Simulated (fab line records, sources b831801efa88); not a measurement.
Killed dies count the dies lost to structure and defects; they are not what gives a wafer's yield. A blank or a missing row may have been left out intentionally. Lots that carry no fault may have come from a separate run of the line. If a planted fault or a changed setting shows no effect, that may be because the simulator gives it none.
Struck lot and sound lot, side by side | flow sky130 | 15 steps out of a route of 708
Sound: the wafers L280.2, L280.3, L280.5. Struck: wafers L278.3, L278.5, L278.6. The cause comes at the end.
Per side, at each step with rows, come the tool, then ch with its chambers, and then its first start. Under that, the readings that differ: sound wafers | struck wafers | difference of the means | sigmas: that difference in standard deviations of wafers without a fault.
alike: same words and numbers on both sides, and readings whose means sit less than 2 such deviations apart. not compared: any withheld reading, any reading some wafer has no value for, any bound like >300 that may hide the same value, and any number with overlapping values for which the record gives no deviation.
The two part at a step that has a row with sigmas, a row that says differs or no value, or rows on one side only. Numbers that don't overlap but have no deviation are shown without sigmas and don't part them. A reading that every wafer of one side lacks parts them only if that side has two wafers or more.

first, 7 steps without rows for these wafers: SKY_PAD_OPEN_DEHYDRATE_00 (time 60 s); SKY_PAD_OPEN_HMDS_01 (prime time 60 s); SKY_PAD_OPEN_COAT_02 (resist thk 3000 nm); SKY_PAD_OPEN_SOFTBAKE_03; SKY_PAD_OPEN_EXPOSE_04 (exposes mask PDM, target cd 60000 nm); SKY_PAD_OPEN_PEB_05; SKY_PAD_OPEN_DEVELOP_06 (develop time 60 s).
SKY_PAD_OPEN_ETCH_07: etches the open film in CF4/O2, stops on AlCu, target depth 725 nm, time 161.1 s.
  sound on rie-diel-03 ch 1,2,3, day 48 07:31; struck on rie-diel-03 ch 0,1,2, day 47 23:32
  alike: drypump-motor-current-A, oes-product-au, throttle-valve-pct
  not compared: rf-hours-counter-h
SKY_PAD_OPEN_STRIP_08: strips in O2/N2.
  sound on plasma-asher-02 ch 0,1, day 48 07:37; struck on plasma-asher-04 ch 0,1, day 47 23:41
  alike: drypump-motor-current-A, oes-product-au, strip-time-to-endpoint-s
  not compared: rf-hours-counter-h
then, 3 steps without rows for these wafers: SKY_PAD_OPEN_STRIP_09 (strips in post etch residue remover, time 1200 s); SKY_PAD_OPEN_CLEAN_10 (cleans in IPA, time 180 s); SKY_PAD_OPEN_CLEAN_11 (cleans in O3/DIW).
SKY_PAD_OPEN_ANNEAL_12:
  sound on furnace-02 ch 0, day 48 08:13; struck on furnace-01, day 48 00:17
  no value came back on the struck wafers for any of 5 readings (ramp-down-c-per-min, ramp-up-c-per-min and others); on the sound wafers ramp-down-c-per-min reads 4.0010 3.9989 3.9996
SKY_PAD_OPEN_BOW_MEAS_13:
  sound on film-metro-01 at day 48 09:44; struck on film-metro-01 at day 48 01:49
  reading           | sound    | struck     | difference | sigmas
  PAD_OPEN_BOW (um) | 51 49 50 | 101 94 101 | +49        | +6
SKY_PAD_OPEN_PROBE_99:
  sound on prober-01 at day 48 09:53; struck on prober-02 at day 48 02:00
  reading                                | sound                         | struck                        | difference | sigmas
  model.etest.res-xhigh-po.line-ohm-um   | 5795 5651 5764                | 7222 7435 7125                | +1524      |
  model.etest.nfet_16v.r-on-ohm-um       | 1.384e+04 1.395e+04 1.385e+04 | 1.452e+04 1.43e+04 1.449e+04  | +5.567e+02 |
  model.etest.pfet_16v.r-on-ohm-um       | 1.492e+04 1.481e+04 1.466e+04 | 1.598e+04 1.615e+04 1.615e+04 | +1.297e+03 |
  model.etest.res-xhigh-po.rs-ohm-sq     | 2015 1975 2024                | 2506 2524 2494                | +503       |
  model.etest.pfet-g5v0d10v5.r-on-ohm-um | 4555 4605 4575                | 5042 4963 4990                | +420       |
  model.etest.pfet_01v8.r-on-ohm-um      | 2807 2815 2789                | 3047 3079 3058                | +258       |
  model.etest.nfet-g5v0d10v5.r-on-ohm-um | 1804 1813 1802                | 1984 1992 1982                | +180       |
  model.etest.nfet_01v8.r-on-ohm-um      | 808.9 806.6 809.2             | 902.3 895.7 904.9             | +92.7      |
  alike: defect-limited-yield, killed_at_M0_to_M3, killed_at_M4_up, killed-at-contacts, killed-at-front-end, killed-at-other, killed-dies, killed-open, killed-short, sort_bin_3_pad_short, sort_bin_5_function, sort_bin_6_memory, sort-n-pass, sort-yield-pct

WHERE THEY PART
Earliest at SKY_PAD_OPEN_ANNEAL_12; latest, in this record, at SKY_PAD_OPEN_BOW_MEAS_13. Later steps at which nothing parts them and some readings are alike: SKY_PAD_OPEN_PROBE_99.

WHY: the cause the simulator had injected
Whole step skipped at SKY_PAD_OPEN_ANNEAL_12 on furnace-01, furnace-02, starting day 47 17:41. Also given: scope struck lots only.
